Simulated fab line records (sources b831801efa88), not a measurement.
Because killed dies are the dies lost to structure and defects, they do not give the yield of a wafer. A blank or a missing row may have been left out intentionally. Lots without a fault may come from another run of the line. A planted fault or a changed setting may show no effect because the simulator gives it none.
Comparing a struck lot with a sound one	flow sky130	17 steps out of a route of 708
Sound: wafers L993.4, L993.5, L993.6. Struck: wafers L994.3, L994.5, L994.6. The cause is given at the end.
Order at every step that has rows: each side's tool, ch and its chambers, its first start. Under that, the readings that differ: sound wafers	struck wafers	difference of the means	sigmas: that difference in standard deviations of wafers without a fault.
alike: a reading whose means differ by less than 2 such deviations, as well as words and numbers matching on both sides. not compared: withheld readings; readings where some wafer has no value; bounds like >300 that might hide an equal value; numbers whose values overlap and for which the record gives no deviation.
Wherever a step has rows on one side only, a row that says differs or no value, or a row with sigmas, the two part there. Non-overlapping numbers with no deviation appear without sigmas and do not part them. A reading that every wafer of one side lacks parts them only if that side has two wafers or more.

first, 1 step without rows for these wafers: SKY_VT_ADJUST_LVTN_IMPLANT_19.
SKY_VT_ADJUST_LVTN_STRIP_20: strips in O2/N2.
  sound on plasma-asher-03 ch 0,1, day 9 08:44; struck on plasma-asher-02 ch 0,1, day 9 09:07
  alike: drypump-motor-current-A, oes-product-au, strip-time-to-endpoint-s
  not compared: rf-hours-counter-h
SKY_VT_ADJUST_LVTN_TW_MEAS_21:
  sound on film-metro-01, day 9 08:50; struck on film-metro-04, day 9 09:12
  alike: VT_ADJUST_LVTN_2_TW
then, 7 steps without rows for these wafers: SKY_VT_ADJUST_NCORE_DEHYDRATE_00 (time 60 s); SKY_VT_ADJUST_NCORE_HMDS_01 (prime time 60 s); SKY_VT_ADJUST_NCORE_COAT_02 (resist thk 1140 nm); SKY_VT_ADJUST_NCORE_SOFTBAKE_03 (time 60 s); SKY_VT_ADJUST_NCORE_EXPOSE_04 (exposes mask LVTN COMPLEMENT THIN, target cd 380 nm); SKY_VT_ADJUST_NCORE_PEB_05; SKY_VT_ADJUST_NCORE_DEVELOP_06 (develop time 60 s).
SKY_VT_ADJUST_NCORE_CD_MEAS_07: target cd 380 nm.
  sound on cd-sem-01, day 10 07:18; struck on cd-sem-01, day 10 07:31
  alike: cd-nm
SKY_VT_ADJUST_NCORE_OVL_MEAS_08:
  sound on overlay-01, day 10 07:23; struck on overlay-02, day 10 07:36
  alike: VT_ADJUST_NCORE_OVL
SKY_VT_ADJUST_NCORE_IMPLANT_09:
  sound on implanter-03 ch 0, day 10 07:28; struck on implanter-03 ch 0, day 10 07:45
reading	sound	struck	difference	sigmas
beam-on-s (s)	9.96 10.06 10.34	12.89 12.44 12.45	+2.47	+12
end-station-pressure-torr (Torr)	5.08e-06 5.35e-06 5.2e-06	0.00011963 0.00011058 0.00012552	+0.00011337	+99 or more
faraday-current-uA	13.65 13.44 13.10	10.59 10.96 11.00	-2.55	-9
SKY_VT_ADJUST_NCORE_STRIP_10: strips in O2/N2.
  sound on plasma-asher-01 ch 0,1, day 10 07:35; struck on plasma-asher-01 ch 0,1, day 10 07:53
  alike: drypump-motor-current-A, oes-product-au, strip-time-to-endpoint-s
  not compared: rf-hours-counter-h
SKY_VT_ADJUST_NCORE_TW_MEAS_11:
  sound on film-metro-02, day 10 07:41; struck on film-metro-02, day 10 07:58
reading	sound	struck	difference	sigmas
VT_ADJUST_NCORE_TW	222.6 222.4 222.0	238.7 237.8 237.4	+15.6	+5
then, 1 step without rows for these wafers: SKY_VT_ADJUST_HVTR_DEHYDRATE_00 (time 60 s).
-- record jumps: 38 days separate the struck wafers' starts on either side; left off in module VT_ADJUST_HVTR, taken up again in module PAD_OPEN, whose first shown step is the route's number 708 --
SKY_PAD_OPEN_PROBE_99:
  sound on prober-02, day 48 10:15; struck on prober-01, day 48 08:42
reading	sound	struck	difference	sigmas
killed-at-front-end	24 17 18	13 6 12	-9	-2
model.etest.nfet_16v.r-on-ohm-um	1.428e+04 1.409e+04 1.42e+04	1.564e+04 1.57e+04 1.551e+04	+1.427e+03	
model.etest.pfet_16v.r-on-ohm-um	1.465e+04 1.476e+04 1.465e+04	1.419e+04 1.407e+04 1.37e+04	-7.000e+02	
model.etest.pfet-g5v0d10v5.r-on-ohm-um	4706 4601 4674	4429 4387 4318	-282	
model.etest.tip-p.rs-ohm-sq	6891 6900 6900	6605 6628 6638	-273	
model.etest.pfet_01v8.r-on-ohm-um	2937 2872 2947	2779 2786 2774	-139	
model.etest.res-pwell-under-gate.rs-ohm-sq	2296 2300 2286	2199 2218 2206	-86	
model.etest.nfet-g5v0d10v5.r-on-ohm-um	1877 1867 1864	1930 1932 1916	+57	
model.etest.tip_p_5v.rs-ohm-sq	2828 2835 2835	2780 2804 2798	-39	
  alike: killed_at_M0_to_M3, killed_at_M4_up, killed-at-contacts, killed-at-other, killed-dies, killed-open, killed-short

WHERE THEY PART
First at SKY_VT_ADJUST_NCORE_IMPLANT_09; last, within this record, at SKY_PAD_OPEN_PROBE_99.

WHY: the cause the simulator had injected
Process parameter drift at SKY_VT_ADJUST_NCORE_IMPLANT_09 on implanter-03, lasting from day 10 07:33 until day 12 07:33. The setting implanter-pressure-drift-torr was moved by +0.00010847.
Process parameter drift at SKY_VT_ADJUST_NCORE_IMPLANT_09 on implanter-03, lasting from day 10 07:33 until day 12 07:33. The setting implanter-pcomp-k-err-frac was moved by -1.
